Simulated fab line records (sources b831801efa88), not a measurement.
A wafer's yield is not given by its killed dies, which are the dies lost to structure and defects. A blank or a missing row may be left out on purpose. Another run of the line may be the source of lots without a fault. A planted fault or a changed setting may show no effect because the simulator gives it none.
Chamber matching / flow sky130 / SKY_FIELD_ISO_CMP_27 on cmp-02: 4 sister chambers
The step polishes, stops on Si3N4, t overpolish 16 s, target thk 457.8 nm. 8 wafers are shown with their chamber, then 10 later ones without.

## EACH WAFER AND ITS CHAMBER
wafer=L789.6; chamber=3; motorCurrentA (A)=10.9; timeToEndpointS (s)=118
wafer=L792.1; chamber=2; motorCurrentA (A)=14.0; timeToEndpointS (s)=115
wafer=L792.3; chamber=1; motorCurrentA (A)=12.6; timeToEndpointS (s)=111
wafer=L796.2; chamber=2; motorCurrentA (A)=14.2; timeToEndpointS (s)=112
wafer=L796.6; chamber=3; motorCurrentA (A)=10.4; timeToEndpointS (s)=118
wafer=L803.6; chamber=1; motorCurrentA (A)=12.4; timeToEndpointS (s)=111
wafer=L805.1; chamber=0; motorCurrentA (A)=12.7; timeToEndpointS (s)=115
wafer=L805.5; chamber=0; motorCurrentA (A)=12.0; timeToEndpointS (s)=117

## WAFERS WITHOUT THEIR CHAMBER
wafer=L805.6; motorCurrentA (A)=10.4; timeToEndpointS (s)=117
wafer=L807.1; motorCurrentA (A)=13.7; timeToEndpointS (s)=116
wafer=L807.4; motorCurrentA (A)=11.9; timeToEndpointS (s)=111
wafer=L807.5; motorCurrentA (A)=14.3; timeToEndpointS (s)=117
wafer=L810.1; motorCurrentA (A)=12.2; timeToEndpointS (s)=120
wafer=L810.3; motorCurrentA (A)=10.5; timeToEndpointS (s)=127
wafer=L810.6; motorCurrentA (A)=10.7; timeToEndpointS (s)=128
wafer=L811.2; motorCurrentA (A)=13.9; timeToEndpointS (s)=116
wafer=L811.3; motorCurrentA (A)=12.4; timeToEndpointS (s)=112
wafer=L811.5; motorCurrentA (A)=12.7; timeToEndpointS (s)=116

## WHICH CHAMBER EACH ONE RAN IN
wafer=L805.6; from the rows above=3; in truth=3
wafer=L807.1; from the rows above=can't be placed: 2 or 0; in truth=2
wafer=L807.4; from the rows above=1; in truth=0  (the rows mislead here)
wafer=L807.5; from the rows above=2; in truth=2
wafer=L810.1; from the rows above=can't be placed: 0 or 3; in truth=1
wafer=L810.3; from the rows above=3; in truth=3
wafer=L810.6; from the rows above=3; in truth=3
wafer=L811.2; from the rows above=2; in truth=2
wafer=L811.3; from the rows above=1; in truth=1
wafer=L811.5; from the rows above=0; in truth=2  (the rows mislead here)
Placed correctly: 6 of 10. Not placeable from these rows: 2 (in 1, the candidates include the true chamber). Placed wrongly: 2.
How it was worked out, from the rows above alone: a wafer's distance from a chamber is the root of the sum, over the readings, of the square of ((its reading less the chamber's mean) divided by the reading's scatter). If the next closest chamber is less than 2 further off than the closest, the wafer can't be placed; otherwise it belongs to the closest. For every chamber, the mean is computed from those of its wafers that are shown. The scatter is the square root of a quotient: the sum, over the shown wafers, of each reading's squared deviation from its chamber's mean, divided by wafers minus chambers.
